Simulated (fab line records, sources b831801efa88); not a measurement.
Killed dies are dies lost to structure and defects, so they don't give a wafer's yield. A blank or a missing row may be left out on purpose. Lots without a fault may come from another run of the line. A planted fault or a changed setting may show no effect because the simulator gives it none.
A struck lot beside a sound one | flow sfq_line | 42 steps out of a route of 325
Sound: wafers L712.2, L712.4, L712.6. Struck: wafer L713.4. (L713.1, L713.2 of the same lot were not struck and are left out.) The cause comes at the end.
At each step with rows: each side's tool, then ch and its chambers, then its first start. Under that, the readings that differ: sound wafers | struck wafers | difference of the means | sigmas: that difference in standard deviations of wafers without a fault.
alike: readings whose means differ by less than 2 such deviations, and words and numbers that are the same on both sides. not compared: withheld readings, readings that some wafer has no value for, bounds like >300 that may hide the same value, and numbers for which the record gives no deviation and whose values overlap.
The two part at a step that has a row with sigmas, a row that says differs or no value, or rows on one side only. Numbers that don't overlap but have no deviation are shown without sigmas and don't part them. A reading that every wafer of one side lacks parts them only if that side has two wafers or more.

first, 6 steps without rows for these wafers: SFQ_TRILAYER_M3_LITHO_COAT_080 (resist thk 62 nm); SFQ_TRILAYER_M3_LITHO_COAT_075 (resist thk 600 nm); SFQ_TRILAYER_M3_LITHO_SOFTBAKE_079; SFQ_TRILAYER_M3_LITHO_EXPOSE_076 (exposes mask M3, target cd 500 nm); SFQ_TRILAYER_M3_LITHO_PEB_078 (peb time 60 s); SFQ_TRILAYER_M3_LITHO_DEVELOP_077 (time 60 s).
SFQ_M3_OVL_MEAS_921:
  sound on overlay-02, day 39 04:37; struck on overlay-01, day 39 07:00
  alike: M3_OVL
then, 2 steps without rows for these wafers: SFQ_TRILAYER_M3_BARC_OPEN_METAL_ETCH_100 (etches BARC in O2, target depth 125 nm, time 41.7 s); SFQ_TRILAYER_M3_ETCH_METAL_ETCH_078 (etches Nb in Cl2/Ar, stops on SiO2, target depth 240 nm, time 120 s).
SFQ_TRILAYER_M3_STRIP_STRIP_079: strips in O2.
  sound on rie_metal-03 ch 0,1, day 39 04:49; struck on rie_metal-04 ch 0, day 39 07:13
  alike: drypump_motor_current_A, oes_product_au, platen_temp_c
  not compared: rf_hours_counter_h
then, 1 step without rows for these wafers: SFQ_TRILAYER_M3_STRIP_SOLV_CLEAN_080 (cleans in NMP, time 600 s).
SFQ_TRILAYER_I3_DEP_PECVD_081: deposits SiO2 from SiH4/N2O, time 111.11 s, target thk 500 nm.
  sound on pecvd-02 ch 0,1, day 39 05:36; struck on pecvd-01 ch 2, day 39 08:00
  alike: heater_power_w, throttle_valve_pct
  not compared: since_wet_clean_h
SFQ_TRILAYER_I3_CMP_CMP_082: polishes SiO2.
  sound on cmp-02 ch 0,1,3, day 39 06:10; struck on cmp-02 ch 0, day 39 10:10
  reading                                             | sound             | struck | difference | sigmas
  time_to_endpoint_s (s)                              | 220 221 222       | 280    | +59        | +7
  model.SiO2_of_TRILAYER_I3_DEP_PECVD_081.thk_nm (nm) | 200.3 199.6 201.6 | 304.8  | +104.3     |
  alike: motor_current_A
SFQ_I3_BOW_MEAS_922:
  sound on film_metro-04, day 39 08:41; struck on film_metro-04, day 39 11:40
  alike: I3_BOW
SFQ_TRILAYER_I3_METRO_MEASURE_083:
  sound on film_metro-04, day 39 08:59; struck on film_metro-04, day 39 11:47
  reading     | sound             | struck | difference | sigmas
  thk_nm (nm) | 200.2 199.7 201.6 | 305.0  | +104.5     | +99 or more
then, 6 steps without rows for these wafers: SFQ_TRILAYER_I3_VIA_LITHO_COAT_090 (resist thk 62 nm); SFQ_TRILAYER_I3_VIA_LITHO_COAT_085 (resist thk 650 nm); SFQ_TRILAYER_I3_VIA_LITHO_SOFTBAKE_089; SFQ_TRILAYER_I3_VIA_LITHO_EXPOSE_086 (exposes mask I3, target cd 500 nm); SFQ_TRILAYER_I3_VIA_LITHO_PEB_088 (peb time 60 s); SFQ_TRILAYER_I3_VIA_LITHO_DEVELOP_087 (time 60 s).
-- the record jumps here: 6 days lie between the struck wafers' starts before and after --
SFQ_I3_OVL_MEAS_923:
  sound on overlay-02, day 45 13:38; struck on overlay-01, day 45 17:14
  alike: I3_OVL
then, 1 step without rows for these wafers: SFQ_TRILAYER_I3_VIA_BARC_OPEN_VIA_ETCH_121 (etches BARC in O2, target depth 125 nm, time 41.7 s).
SFQ_TRILAYER_I3_VIA_ETCH_VIA_ETCH_088: etches SiO2 in CHF3, stops on Nb, target depth 260 nm.
  sound on rie_diel-04 ch 0,1, day 45 13:43; struck on rie_diel-01 ch 1, day 45 17:19
  reading                        | sound             | struck | difference | sigmas
  oes_product_au (a.u.)          | 0.857 0.847 0.856 | 0.998  | +0.145     | +32
  model.etch.depth_nm (nm)       | 200.3 199.6 201.6 | 258.9  | +58.4      |
  model.I3.feature_depth_nm (nm) | 200.3 199.6 201.6 | 258.9  | +58.4      |
  alike: drypump_motor_current_A
then, 2 steps without rows for these wafers: SFQ_TRILAYER_I3_VIA_STRIP_STRIP_089 (strips in O2); SFQ_TRILAYER_I3_VIA_STRIP_SOLV_CLEAN_090 (cleans in NMP, time 600 s).
SFQ_TRILAYER_M4_DEP_PRE_CLEAN_092: time 22.5 s.
  sound on pvd_sputter-05, day 45 14:36; struck on pvd_sputter-06, day 45 18:12
  reading                                             | sound             | struck | difference | sigmas
  model.SiO2_of_TRILAYER_I3_DEP_PECVD_081.thk_nm (nm) | 192.8 192.1 194.1 | 297.3  | +104.3     |
then, 1 step without rows for these wafers: SFQ_TRILAYER_M4_DEP_SPUTTER_091 (material Nb, target thk 200 nm, time 133.3 s).
SFQ_M4_RS_MEAS_924: measures by four-point-probe.
  sound on film_metro-01, day 45 14:44; struck on film_metro-01, day 45 18:19
  alike: M4_NB_RS
then, 6 steps without rows for these wafers: SFQ_TRILAYER_M4_LITHO_COAT_098 (resist thk 62 nm); SFQ_TRILAYER_M4_LITHO_COAT_093 (resist thk 600 nm); SFQ_TRILAYER_M4_LITHO_SOFTBAKE_097; SFQ_TRILAYER_M4_LITHO_EXPOSE_094 (exposes mask M4, target cd 500 nm); SFQ_TRILAYER_M4_LITHO_PEB_096 (peb time 60 s); SFQ_TRILAYER_M4_LITHO_DEVELOP_095 (time 60 s).
-- the record jumps here: 4 days lie between the struck wafers' starts before and after --
SFQ_M4_OVL_MEAS_926:
  sound on overlay-02, day 49 09:50; struck on overlay-02, day 49 13:26
  alike: M4_OVL
then, 1 step without rows for these wafers: SFQ_TRILAYER_M4_BARC_OPEN_METAL_ETCH_123 (etches BARC in O2, target depth 125 nm, time 41.7 s).
SFQ_TRILAYER_M4_ETCH_METAL_ETCH_096: etches Nb in Cl2/Ar, stops on SiO2, target depth 240 nm, time 120 s.
  sound on rie_metal-04 ch 1, day 49 09:56; struck on rie_metal-01 ch 0, day 49 13:32
  reading                     | sound          | struck | difference | sigmas
  drypump_motor_current_A (A) | 5.95 5.95 5.96 | 5.57   | -0.38      | -2
  alike: oes_product_au
  not compared: rf_hours_counter_h
SFQ_TRILAYER_M4_STRIP_STRIP_097: strips in O2.
  sound on rie_metal-04 ch 1, day 49 10:03; struck on rie_metal-01 ch 0, day 49 13:39
  reading                     | sound          | struck | difference | sigmas
  drypump_motor_current_A (A) | 5.93 5.90 5.94 | 5.57   | -0.35      | -2
  alike: oes_product_au, platen_temp_c
  not compared: rf_hours_counter_h
then, 1 step without rows for these wafers: SFQ_TRILAYER_M4_STRIP_SOLV_CLEAN_098 (cleans in NMP, time 600 s).
SFQ_TRILAYER_I4_DEP_PECVD_099: deposits SiO2 from SiH4/N2O, time 111.11 s, target thk 500 nm.
  sound on pecvd-02 ch 0,1,2, day 49 11:00; struck on pecvd-04 ch 0, day 49 14:26
  alike: heater_power_w, throttle_valve_pct
  not compared: since_wet_clean_h
-- the record jumps here: 35 days lie between the struck wafers' starts before and after --
SFQ_M8_BOW_MEAS_951:
  sound on film_metro-02, day 84 02:06; struck on film_metro-02, day 84 14:14
  reading                 | sound             | struck | difference | sigmas
  model.etest.i3.link_ohm | 1.971 1.966 1.967 | 1e+06  | +1e+06     |
  alike: M8_BOW

WHERE THEY PART
First at SFQ_TRILAYER_I3_CMP_CMP_082; last, within this record, at SFQ_TRILAYER_M4_STRIP_STRIP_097. Later steps at which nothing parts them and some readings are alike: SFQ_TRILAYER_I4_DEP_PECVD_099, SFQ_M8_BOW_MEAS_951.

WHY: what the simulator had put in
Process parameter drift: cmp-02, from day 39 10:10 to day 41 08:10, at SFQ_TRILAYER_I3_CMP_CMP_082. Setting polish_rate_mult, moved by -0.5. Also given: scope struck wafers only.
